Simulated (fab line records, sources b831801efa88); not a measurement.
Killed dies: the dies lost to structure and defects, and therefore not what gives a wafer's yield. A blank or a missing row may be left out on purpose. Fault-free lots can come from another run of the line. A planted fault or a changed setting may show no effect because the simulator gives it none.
A struck lot beside a sound one | flow sky130 | 25 steps out of a route of 708
Sound: wafers L874.1, L874.3, L874.6. Struck: wafer L872.1. (L872.3 of the same lot was not struck and is left out.) The cause comes at the end.
For every step that has rows: the tool of each side, followed by ch and its chambers, followed by its first start. Under that, the readings that differ: sound wafers | struck wafers | difference of the means | sigmas: that difference in standard deviations of wafers without a fault.
alike: a reading whose means differ by less than 2 such deviations, as well as words and numbers matching on both sides. not compared: withheld readings; readings where some wafer has no value; bounds like >300 that might hide an equal value; numbers whose values overlap and for which the record gives no deviation.
Wherever a step has rows on one side only, a row that says differs or no value, or a row with sigmas, the two part there. Numbers that don't overlap but have no deviation are shown without sigmas and don't part them. Lack of a reading on every wafer of one side parts them only where that side has two or more wafers.

first, 9 steps without rows for these wafers: SKY_LI_CONTACT_ETCH_14 (etches BARC in N2/H2, stops on SiO2, time 45.9 s, target depth 60 nm); SKY_LI_CONTACT_ETCH_15 (etches PSG in C4F8/O2/Ar, stops on Si, target depth 600 nm); SKY_LI_CONTACT_STRIP_16 (strips in O2/N2); SKY_LI_CONTACT_CLEAN_17 (cleans in NMP, time 600 s); SKY_LI_CONTACT_PRE_CLEAN_18 (time 5.6 s); SKY_LI_CONTACT_SPUTTER_19 (material Ti, target thk 20 nm, time 106.37 s); SKY_LI_CONTACT_SPUTTER_20 (material TiN, target thk 20 nm, time 80 s); SKY_LI_CONTACT_CVD_21 (deposits W, target thk 400 nm, time 120.56 s); SKY_LI_CONTACT_CMP_24 (polishes, stops on PSG, t overpolish 20 s, target thk 0 nm).
SKY_LOCAL_INTERCONNECT_SPUTTER_00: material TiN, target thk 100 nm, time 83.3 s.
  sound: pvd-sputter-03 at day 36 23:42; struck: pvd-sputter-02 at day 36 09:44
  reading                                                | sound           | struck | difference | sigmas
  model.TiN_of_LOCAL_INTERCONNECT_SPUTTER_00.thk-nm (nm) | 99.24 100.4 100 | 143.8  | +43.9      |
  alike: throttle-valve-pct
SKY_LOCAL_INTERCONNECT_RS_MEAS_01: measures by four-point-probe.
  sound: film-metro-03 at day 36 23:46; struck: film-metro-03 at day 36 10:05
  reading                            | sound             | struck | difference | sigmas
  LOCAL_INTERCONNECT_TIN_RS (ohm/sq) | 14.26 14.04 14.15 | 9.71   | -4.44      | -32
  not compared: hold
SKY_LOCAL_INTERCONNECT_THK_MEAS_02: measures by xrf.
  sound: film-metro-03 at day 36 23:53; struck: film-metro-03 at day 36 12:22
  reading                         | sound           | struck | difference | sigmas
  LOCAL_INTERCONNECT_TIN_THK (nm) | 98.8 100.3 99.9 | 143.6  | +43.9      | +45
  not compared: hold
then, 8 steps without rows for these wafers: SKY_LOCAL_INTERCONNECT_HMDS_04 (prime time 60 s); SKY_LOCAL_INTERCONNECT_COAT_05 (resist thk 60 nm); SKY_LOCAL_INTERCONNECT_COAT_06 (resist thk 450 nm); SKY_LOCAL_INTERCONNECT_SOFTBAKE_07 (time 90 s); SKY_LOCAL_INTERCONNECT_EXPOSE_08 (exposes mask LI1M, target cd 170 nm); SKY_LOCAL_INTERCONNECT_PEB_09; SKY_LOCAL_INTERCONNECT_DEVELOP_10 (develop time 60 s); SKY_LOCAL_INTERCONNECT_ETCH_13 (etches BARC in N2/H2, stops on SiO2, time 45.9 s, target depth 60 nm).
SKY_LOCAL_INTERCONNECT_METAL_ETCH_14: etches TiN in Cl2/BCl3, stops on PSG, target depth 110 nm, time 31.4 s.
  sound on rie-metal-01 ch 0, day 38 01:26; struck on rie-metal-04 ch 0, day 37 12:59
  reading                | sound                | struck | difference | sigmas
  oes-product-au (a.u.)  | 0.938 0.942 0.943    | 1.001  | +0.060     | +9
  throttle-valve-pct (%) | 21.910 21.901 21.918 | 21.871 | -0.039     | -4
  alike: chamber-pressure-mTorr, drypump-motor-current-A
  not compared: rf-hours-counter-h
then, 1 step without rows for these wafers: SKY_LOCAL_INTERCONNECT_STRIP_15 (strips in O2/N2).
SKY_LOCAL_INTERCONNECT_STRIP_16: strips in post etch residue remover, time 1200 s.
  sound on wet-bench-01 ch 1, day 38 01:38; struck on wet-bench-01 ch 2, day 37 13:23
  reading                                                | sound             | struck | difference | sigmas
  model.TiN_of_LOCAL_INTERCONNECT_SPUTTER_00.thk-nm (nm) | 98.82 99.97 99.58 | 143.3  | +43.8      |
then, 1 step without rows for these wafers: SKY_LOCAL_INTERCONNECT_CLEAN_17 (cleans in IPA, time 180 s).
-- a jump in the record: the struck wafers' starts before and after are 13 days apart (it breaks off in module LOCAL_INTERCONNECT and resumes in module PAD_OPEN, where the first step shown is number 708 of the route) --
SKY_PAD_OPEN_PROBE_99:
  sound: prober-01 at day 51 02:56; struck: prober-01 at day 50 21:05
  reading            | sound    | struck                   | difference                   | sigmas
  hold               | - - -    | await-dispo/4.3h/release | no value on the sound wafers |
  killed-at-contacts | 17 18 29 | 428                      | +407                         | +80
  killed-dies        | 94 81 99 | 492                      | +401                         | +46
  killed-on-rim      | 19 17 18 | 96                       | +78                          | +22
  alike: killed_at_M0_to_M3, killed_at_M4_up, killed-at-front-end, killed-at-other, killed-open, killed-short

== WHERE THEY PART ==
Last at SKY_PAD_OPEN_PROBE_99 as far as this record goes, first at SKY_LOCAL_INTERCONNECT_RS_MEAS_01.

WHY: the cause the simulator had injected
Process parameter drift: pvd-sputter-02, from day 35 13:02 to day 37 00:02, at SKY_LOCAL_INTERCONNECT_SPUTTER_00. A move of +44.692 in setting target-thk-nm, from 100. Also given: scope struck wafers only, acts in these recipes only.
